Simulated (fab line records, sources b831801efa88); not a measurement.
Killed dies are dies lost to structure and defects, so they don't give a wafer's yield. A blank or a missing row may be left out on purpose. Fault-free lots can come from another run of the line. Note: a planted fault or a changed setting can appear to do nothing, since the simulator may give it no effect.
Struck lot and sound lot, side by side ; flow sky130 ; 16 out of 708 route steps
Sound: these wafers, L734.1, L734.2, L734.6. Struck: wafer L748.2 (L748.3, L748.5, from the same lot, were not struck and are left out); the cause is given at the end.
Each step with rows lists, per side, the tool, then ch with its chambers, then its first start. Under that, the readings that differ: sound wafers ; struck wafers ; difference of the means ; sigmas: that difference in standard deviations of wafers without a fault.
alike: words and numbers the same on both sides, and readings whose means are apart by under 2 such deviations; not compared: readings that were withheld, readings missing a value for some wafer, numbers with overlapping values and no deviation given by the record, and bounds like >300 which may hide the same value.
Wherever a step has rows on one side only, a row that says differs or no value, or a row with sigmas, the two part there. When numbers do not overlap yet have no deviation, they are printed without sigmas and do not part them. Lack of a reading on every wafer of one side parts them only where that side has two or more wafers.

first, 8 steps without rows for these wafers: SKY_METAL1_DEHYDRATE_07 (time 60 s); SKY_METAL1_HMDS_08 (prime time 60 s); SKY_METAL1_COAT_09 (resist thk 60 nm); SKY_METAL1_COAT_10 (resist thk 450 nm); SKY_METAL1_SOFTBAKE_11 (time 90 s); SKY_METAL1_EXPOSE_12 (exposes mask MM1, target cd 140 nm); SKY_METAL1_PEB_13; SKY_METAL1_DEVELOP_14 (develop time 60 s).
SKY_METAL1_CD_MEAS_15 targets a cd of 140 nm.
  sound on cd_sem-02 at day 34 12:59; struck on cd_sem-01 at day 39 13:48
  alike: cd_nm
SKY_METAL1_OVL_MEAS_16:
  sound on overlay-02 at day 34 13:06; struck on overlay-02 at day 39 13:54
  alike: METAL1_OVL
SKY_METAL1_DESCUM_17: chemistry O2, time 8 s.
  sound on rie_metal-03 ch 0,1, day 34 13:08; struck on rie_metal-03 ch 1, day 39 13:56
  alike: drypump_motor_current_A, oes_product_au
  not compared: rf_hours_counter_h
SKY_METAL1_ETCH_18: etches BARC in N2/H2, stops on SiO2, time 45.9 s, target depth 60 nm.
  sound on rie_metal-03 ch 0,1, day 34 13:10; struck on rie_metal-03 ch 1, day 39 13:58
  alike: drypump_motor_current_A, n2_flow_sccm, oes_product_au, throttle_valve_pct
  not compared: rf_hours_counter_h
SKY_METAL1_METAL_ETCH_19: etches the open film in Cl2/BCl3, stops on SiO2, target depth 360 nm, time 78 s.
  sound on rie_metal-03 ch 0,1, day 34 13:14; struck on rie_metal-03 ch 1, day 39 14:02
reading;sound;struck;difference;sigmas
model.KrF-thick_of_METAL1_COAT_10.thk_nm (nm);162.1 150.1 162.3;80.54;-77.63;
model.METAL1.cd_nm (nm);140.8 139.4 138.9;128.3;-11.4;
model.SiO2_of_CONTACT_HDPCVD_02.thk_nm (nm);325.6 325.8 327.4;321.8;-4.5;
  alike: drypump_motor_current_A, oes_product_au, throttle_valve_pct
  not compared: rf_hours_counter_h
SKY_METAL1_STRIP_20: strips in O2/N2.
  sound on plasma_asher-02 ch 0,1, day 34 13:19; struck on plasma_asher-02 ch 0, day 39 14:07
reading;sound;struck;difference;sigmas
oes_product_au (a.u.);0.345 0.342 0.345;0.304;-0.040;-7
strip_time_to_endpoint_s (s);2.71 2.60 2.73;1.82;-0.86;-15
  alike: drypump_motor_current_A, n2_flow_sccm, o2_flow_sccm
  not compared: rf_hours_counter_h
then, 1 step without rows for these wafers: SKY_METAL1_STRIP_21 (strips in post etch residue remover, time 1200 s).
-- the record jumps here: 11 days lie between the struck wafers' starts before and after (it left off in module METAL1 and takes up again in module PAD_OPEN, whose first step shown is number 708 of the route) --
SKY_PAD_OPEN_PROBE_99:
  sound on prober-01 at day 47 07:35; struck on prober-01 at day 50 23:13
reading;sound;struck;difference;sigmas
model.etest.met1.width_nm (nm);137.6 139.3 135.2;129;-8;
model.etest.met1.line_ohm_um;0.9328 0.9116 0.9538;1.003;+0.070;
  alike: defect_limited_yield, killed_at_M0_to_M3, killed_at_M4_up, killed_at_contacts, killed_at_front_end, killed_at_other, killed_dies, killed_open, killed_short, sort_bin_3_pad_short, sort_bin_5_function, sort_bin_6_memory, sort_n_pass, sort_yield_pct

== WHERE THEY PART ==
Only at SKY_METAL1_STRIP_20, within this record. Later steps at which nothing parts them and some readings are alike: SKY_PAD_OPEN_PROBE_99.

WHY: what the simulator had put in
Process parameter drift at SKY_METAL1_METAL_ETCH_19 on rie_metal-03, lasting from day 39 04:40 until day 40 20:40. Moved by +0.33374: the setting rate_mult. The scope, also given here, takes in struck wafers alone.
